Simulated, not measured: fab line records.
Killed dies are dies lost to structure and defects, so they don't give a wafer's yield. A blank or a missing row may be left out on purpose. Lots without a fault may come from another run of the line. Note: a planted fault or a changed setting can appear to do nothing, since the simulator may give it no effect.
Matching of chambers	flow sky130	SKY_VIA2_ETCH_15 on rie-diel-04: 4 sister chambers
The step etches SiO2 in C4F8/O2/Ar, stops on TiN, target depth 546 nm, time 84 s. 16 wafers are shown with their chamber, then 8 later ones without.

## EACH WAFER AND ITS CHAMBER
wafer	chamber	rf-fwd-power-W (W)	chamber-pressure-mTorr (mTorr)	oes-product-au (a.u.)
L075.4	2	1489	40.04	0.941
L075.5	1	1490	40.04	0.947
L075.6	0	1495	40.01	0.942
L082.2	0	1496	40.04	0.940
L082.3	1	1491	40.00	0.933
L082.6	1	1493	40.02	0.940
L086.1	3	1487	40.02	0.942
L086.4	2	1485	40.02	0.937
L086.6	3	1488	39.99	0.938
L087.4	3	1494	40.08	0.939
L087.5	0	1490	40.00	0.932
L087.6	1	1501	40.03	0.939
L089.2	0	1499	39.94	0.938
L089.3	3	1485	39.97	0.928
L089.4	1	1489	40.00	0.942
L088.1	1	1490	39.98	0.944

SIGNATURES (means of the wafers above)
reading	chamber 0	chamber 1	chamber 2	chamber 3	scatter within a chamber
rf-fwd-power-W	1495.00	1492.33	1487.00	1488.50	4.02
chamber-pressure-mTorr	39.9975	40.0117	40.0300	40.0150	0.0352
oes-product-au	0.93800	0.94083	0.93900	0.93675	0.00491
Rule: a wafer's distance from a chamber is the root of the sum, over the readings, of the square of ((its reading less the chamber's mean) divided by the reading's scatter). The wafer belongs to the nearest chamber; if the next one is less than 2 further off, it can't be placed. How the scatter is found: for the shown wafers, subtract from each reading the mean of its chamber, square and add these, divide the total by (wafers less chambers), then take the root.

## WAFERS WITHOUT THEIR CHAMBER
wafer	rf-fwd-power-W (W)	chamber-pressure-mTorr (mTorr)	oes-product-au (a.u.)
L088.2	1491	40.01	0.940
L088.3	1490	40.03	0.933
L093.2	1491	39.97	0.939
L093.3	1487	40.02	0.939
L093.4	1490	39.98	0.933
L095.2	1488	39.95	0.942
L095.5	1489	40.00	0.941
L095.6	1490	39.98	0.939

## THE CHAMBER EACH PASSED THROUGH
wafer	from the rows above	in truth
L088.2	can't be placed: 1 or 3 or 0 or 2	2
L088.3	can't be placed: 3 or 2 or 1 or 0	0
L093.2	can't be placed: 0 or 1 or 3 or 2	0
L093.3	can't be placed: 2 or 3 or 1 or 0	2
L093.4	can't be placed: 3 or 0 or 1 or 2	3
L095.2	can't be placed: 1 or 3 or 0 or 2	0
L095.5	can't be placed: 1 or 3 or 2 or 0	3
L095.6	can't be placed: 1 or 3 or 0 or 2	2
Correct placement for 0 of the 8. Can't be placed from these rows: 8 (the true chamber is among the candidates in 8). 0 placed wrongly.
